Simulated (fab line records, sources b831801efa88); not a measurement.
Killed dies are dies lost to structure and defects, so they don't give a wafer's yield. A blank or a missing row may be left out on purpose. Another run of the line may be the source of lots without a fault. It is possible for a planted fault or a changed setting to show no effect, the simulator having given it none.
A struck lot beside a sound one	flow sky130	14 out of 708 route steps
Sound: wafers L165.1, L165.3, L165.4. Struck: wafers L171.1, L171.5 (left out: L171.2, a lot-mate that was not struck); the cause follows at the end.
Each step with rows lists, per side, the tool, then ch with its chambers, then its first start. Under that, the readings that differ: sound wafers	struck wafers	difference of the means	sigmas: that difference in standard deviations of wafers without a fault.
alike: words and numbers the same on both sides, and readings whose means are apart by under 2 such deviations; not compared: readings that were withheld, readings missing a value for some wafer, numbers with overlapping values and no deviation given by the record, and bounds like >300 which may hide the same value.
The two part at a step that has a row with sigmas, a row that says differs or no value, or rows on one side only. Numbers that don't overlap but have no deviation are shown without sigmas and don't part them. Lack of a reading on every wafer of one side parts them only where that side has two or more wafers.

SKY_VIA3_CMP_02: polishes SiO2.
  sound on cmp-01 ch 1,2,3, day 38 10:55; struck on cmp-02 ch 0,2, day 40 10:14
  alike: motorCurrentA
SKY_VIA3_BOW_MEAS_03:
  sound on filmMetro-01, day 38 11:13; struck on filmMetro-03, day 40 10:26
  alike: VIA3_BOW
then, 8 steps without rows for these wafers: SKY_VIA3_DEHYDRATE_04 (time 60 s); SKY_VIA3_HMDS_05 (prime time 60 s); SKY_VIA3_COAT_06 (resist thk 60 nm); SKY_VIA3_COAT_07 (resist thk 450 nm); SKY_VIA3_SOFTBAKE_08 (time 90 s); SKY_VIA3_EXPOSE_09 (exposes mask VIM3, target cd 200 nm); SKY_VIA3_PEB_10; SKY_VIA3_DEVELOP_11 (develop time 60 s).
SKY_VIA3_CD_MEAS_12 targets a cd of 200 nm.
  sound on cdSem-01, day 39 12:14; struck on cdSem-01, day 41 09:25
  alike: cdNm
SKY_VIA3_OVL_MEAS_13:
  sound on overlay-01, day 39 12:22; struck on overlay-01, day 41 09:32
  alike: VIA3_OVL
SKY_VIA3_ETCH_14: etches BARC in N2/H2, stops on SiO2, time 45.9 s, target depth 60 nm.
  sound on rieDiel-02 ch 0,2,3, day 39 12:24; struck on rieDiel-02 ch 3, day 41 09:34
reading	sound	struck	difference	sigmas
model.KrF-thick_of_VIA3_COAT_07.thkNm (nm)	395 392.3 394.3	398.3 396.7	+3.6	
  alike: drypumpMotorCurrentA, oesProductAu, throttleValvePct
  not compared: rfHoursCounterH
SKY_VIA3_ETCH_15: etches SiO2 in C4F8/O2/Ar, stops on TiN, target depth 507 nm, time 78 s.
  sound on rieDiel-02 ch 0,2,3, day 39 12:26; struck on rieDiel-02 ch 3, day 41 09:37
  alike: oesProductAu

WHERE THEY PART
Nowhere in this record.

WHY: whatever the simulator had introduced
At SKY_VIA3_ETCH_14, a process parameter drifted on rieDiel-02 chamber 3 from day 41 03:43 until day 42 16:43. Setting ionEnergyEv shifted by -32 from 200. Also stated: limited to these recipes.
